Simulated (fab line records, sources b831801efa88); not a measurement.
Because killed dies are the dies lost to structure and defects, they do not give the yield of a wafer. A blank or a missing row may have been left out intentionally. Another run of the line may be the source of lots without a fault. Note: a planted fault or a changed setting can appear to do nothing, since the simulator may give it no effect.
Chamber matching	flow sky130	cmp-01 running SKY_VIA4_CMP_21: 4 sister chambers
The step polishes, stops on SiO2, t overpolish 25 s, target thk 0 nm. 8 wafers are shown with their chamber, then 7 later ones without.

## EACH WAFER AND ITS CHAMBER
wafer	chamber	motorCurrentA (A)	timeToEndpointS (s)
L488.5	0	10.1	118
L489.6	0	10.2	116
L490.3	1	10.9	125
L493.6	1	11.4	128
L503.2	2	10.5	119
L503.6	3	9.7	123
L504.1	3	9.8	128
L504.3	2	10.2	125

## WAFERS MISSING THEIR CHAMBER
wafer	motorCurrentA (A)	timeToEndpointS (s)
L504.6	11.1	123
L505.4	10.0	128
L505.5	10.4	117
L505.6	11.3	132
L507.2	10.6	118
L507.3	10.8	126
L507.5	9.8	125

## EACH ONE'S CHAMBER
wafer	from the rows above	in truth
L504.6	1	1
L505.4	can't be placed: 3 or 2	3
L505.5	can't be placed: 0 or 2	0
L505.6	1	1
L507.2	can't be placed: 2 or 0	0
L507.3	can't be placed: 1 or 2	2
L507.5	3	3
3 of 7 placed correctly. Cannot be placed on the basis of these rows: 4; the candidates contain the true chamber in 4. Number placed wrongly: 0.
How it was worked out, from the rows above alone: a wafer's distance from a chamber is the root of the sum, over the readings, of the square of ((its reading less the chamber's mean) divided by the reading's scatter). The wafer belongs to the nearest chamber; if the next one is less than 2 further off, it can't be placed. A chamber's mean is the mean of its shown wafers. How the scatter is found: for the shown wafers, subtract from each reading the mean of its chamber, square and add these, divide the total by (wafers less chambers), then take the root.
